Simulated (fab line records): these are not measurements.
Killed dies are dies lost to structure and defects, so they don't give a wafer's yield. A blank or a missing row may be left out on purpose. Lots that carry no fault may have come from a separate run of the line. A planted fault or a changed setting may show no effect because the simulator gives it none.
Matching of chambers :: flow gf180mcu :: rie-diel-03 running GF_V1_ETCH_16: 4 sister chambers
The step etches BARC in N2/H2. 16 wafers are shown with their chamber, then 8 later ones without.

## WAFERS, EACH WITH ITS CHAMBER
wafer: L074.2
chamber: 0
drypump-motor-current-A (A): 5.9
rf-fwd-power-W (W): 496.9
bias-w (W): 99.88

wafer: L074.3
chamber: 1
drypump-motor-current-A (A): 5.8
rf-fwd-power-W (W): 495.1
bias-w (W): 100.18

wafer: L074.5
chamber: 1
drypump-motor-current-A (A): 5.8
rf-fwd-power-W (W): 495.5
bias-w (W): 100.11

wafer: L076.2
chamber: 0
drypump-motor-current-A (A): 5.9
rf-fwd-power-W (W): 495.6
bias-w (W): 100.42

wafer: L076.5
chamber: 1
drypump-motor-current-A (A): 5.8
rf-fwd-power-W (W): 496.2
bias-w (W): 99.60

wafer: L076.6
chamber: 0
drypump-motor-current-A (A): 5.9
rf-fwd-power-W (W): 497.5
bias-w (W): 100.01

wafer: L078.2
chamber: 1
drypump-motor-current-A (A): 5.8
rf-fwd-power-W (W): 495.7
bias-w (W): 99.83

wafer: L078.4
chamber: 0
drypump-motor-current-A (A): 5.9
rf-fwd-power-W (W): 496.2
bias-w (W): 100.45

wafer: L078.6
chamber: 3
drypump-motor-current-A (A): 6.5
rf-fwd-power-W (W): 493.5
bias-w (W): 100.44

wafer: L079.1
chamber: 2
drypump-motor-current-A (A): 5.3
rf-fwd-power-W (W): 498.5
bias-w (W): 100.00

wafer: L079.3
chamber: 0
drypump-motor-current-A (A): 5.9
rf-fwd-power-W (W): 494.4
bias-w (W): 100.69

wafer: L079.4
chamber: 3
drypump-motor-current-A (A): 6.5
rf-fwd-power-W (W): 494.3
bias-w (W): 99.90

wafer: L081.1
chamber: 1
drypump-motor-current-A (A): 5.8
rf-fwd-power-W (W): 498.4
bias-w (W): 100.30

wafer: L081.2
chamber: 2
drypump-motor-current-A (A): 5.2
rf-fwd-power-W (W): 502.8
bias-w (W): 99.82

wafer: L081.6
chamber: 1
drypump-motor-current-A (A): 5.8
rf-fwd-power-W (W): 494.5
bias-w (W): 100.59

wafer: L086.1
chamber: 3
drypump-motor-current-A (A): 6.5
rf-fwd-power-W (W): 496.3
bias-w (W): 100.13

SIGNATURES (averages over the wafers above)
reading: drypump-motor-current-A
chamber 0: 5.900
chamber 1: 5.800
chamber 2: 5.250
chamber 3: 6.500
scatter within a chamber: 0.0204

reading: rf-fwd-power-W
chamber 0: 496.120
chamber 1: 495.900
chamber 2: 500.650
chamber 3: 494.700
scatter within a chamber: 1.54

reading: bias-w
chamber 0: 100.2900
chamber 1: 100.1017
chamber 2: 99.9100
chamber 3: 100.1567
scatter within a chamber: 0.319
Rule: distance of a wafer from a chamber = root of the sum over the readings of ((wafer's reading minus chamber's mean) / reading's scatter) squared. The wafer belongs to the nearest chamber; if the next one is less than 2 further off, it can't be placed. How the scatter is found: for the shown wafers, subtract from each reading the mean of its chamber, square and add these, divide the total by (wafers less chambers), then take the root.

## WAFERS WHOSE CHAMBER IS MISSING
wafer: L086.3
drypump-motor-current-A (A): 5.3
rf-fwd-power-W (W): 497.7
bias-w (W): 99.80

wafer: L086.5
drypump-motor-current-A (A): 6.5
rf-fwd-power-W (W): 491.3
bias-w (W): 100.35

wafer: L089.1
drypump-motor-current-A (A): 5.2
rf-fwd-power-W (W): 496.1
bias-w (W): 100.22

wafer: L089.3
drypump-motor-current-A (A): 5.8
rf-fwd-power-W (W): 495.1
bias-w (W): 100.36

wafer: L089.6
drypump-motor-current-A (A): 5.2
rf-fwd-power-W (W): 495.7
bias-w (W): 99.48

wafer: L090.3
drypump-motor-current-A (A): 5.9
rf-fwd-power-W (W): 497.6
bias-w (W): 99.96

wafer: L090.4
drypump-motor-current-A (A): 5.8
rf-fwd-power-W (W): 495.2
bias-w (W): 99.79

wafer: L090.5
drypump-motor-current-A (A): 6.6
rf-fwd-power-W (W): 495.5
bias-w (W): 99.86

## WHICH CHAMBER EACH WENT THROUGH
wafer: L086.3
from the rows above: 2
in truth: 2

wafer: L086.5
from the rows above: 3
in truth: 3

wafer: L089.1
from the rows above: 2
in truth: 2

wafer: L089.3
from the rows above: 1
in truth: 1

wafer: L089.6
from the rows above: 2
in truth: 2

wafer: L090.3
from the rows above: 0
in truth: 0

wafer: L090.4
from the rows above: 1
in truth: 1

wafer: L090.5
from the rows above: 3
in truth: 3
Correct placement for 8 of the 8. Left unplaced by these rows: 0. Placed wrongly: 0.
